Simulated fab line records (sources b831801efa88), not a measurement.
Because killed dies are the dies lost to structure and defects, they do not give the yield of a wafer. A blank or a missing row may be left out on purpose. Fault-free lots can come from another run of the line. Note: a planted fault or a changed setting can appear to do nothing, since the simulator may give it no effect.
Which tool was responsible? | flow sky130 | route of 708 steps, sampled at 1 step: 11 lots, 33 wafers

WHAT THE GAUGES READ, wafer by wafer
SKY_VT_ADJUST_NCORE_OVL_MEAS_08.
lot  | measured     | on         | VT_ADJUST_NCORE_OVL (nm)
L176 | day 9 12:35  | overlay-01 | -2.9 -2.4 -0.5
L177 | day 9 17:03  | overlay-01 | 1.3 0.7 0.8
L178 | day 10 01:54 | overlay-02 | 0.6 3.1 0.7
L180 | day 10 20:28 | overlay-02 | -0.7 0.9 -0.2
L181 | day 10 23:34 | overlay-01 | 2.7 0.6 1.4
L183 | day 11 13:00 | overlay-02 | 1.2 2.6 1.9
L185 | day 12 04:00 | overlay-02 | 4.1 3.7 3.1
L188 | day 13 04:06 | overlay-01 | 0.4 -0.4 -0.5
L189 | day 13 07:58 | overlay-01 | 2.7 3.0 2.1
L195 | day 15 10:36 | overlay-01 | 0.3 1.5 0.9
L196 | day 15 21:59 | overlay-01 | 0.1 -0.9 1.8

WHICH TOOL RAN EACH LOT (tool, then ch and the chambers of the sampled wafers, then the start)
There is no process step in the record ahead of these readings.

THE ANSWER, worked out from the rows above alone
Rule: what is usual is taken from the lots themselves. The widest of any qualifying gaps counts: lots, ordered by their means at a reading, are off when they make up no more than a third of the lots, leave a main group of 4 or more, and stand apart from it by 3 or more times the standard deviation of that group's means. A main group is skipped when, at the precision printed for the reading in the tables above, its means are all equal. Also off: a lot with no number at a reading for which 4 or more lots have one. Where the step has rows for the other lots, those lots are counted as sound.
No lot is off at any reading shown: from this, nothing can be told.

WHAT THE SIMULATOR PUT IN
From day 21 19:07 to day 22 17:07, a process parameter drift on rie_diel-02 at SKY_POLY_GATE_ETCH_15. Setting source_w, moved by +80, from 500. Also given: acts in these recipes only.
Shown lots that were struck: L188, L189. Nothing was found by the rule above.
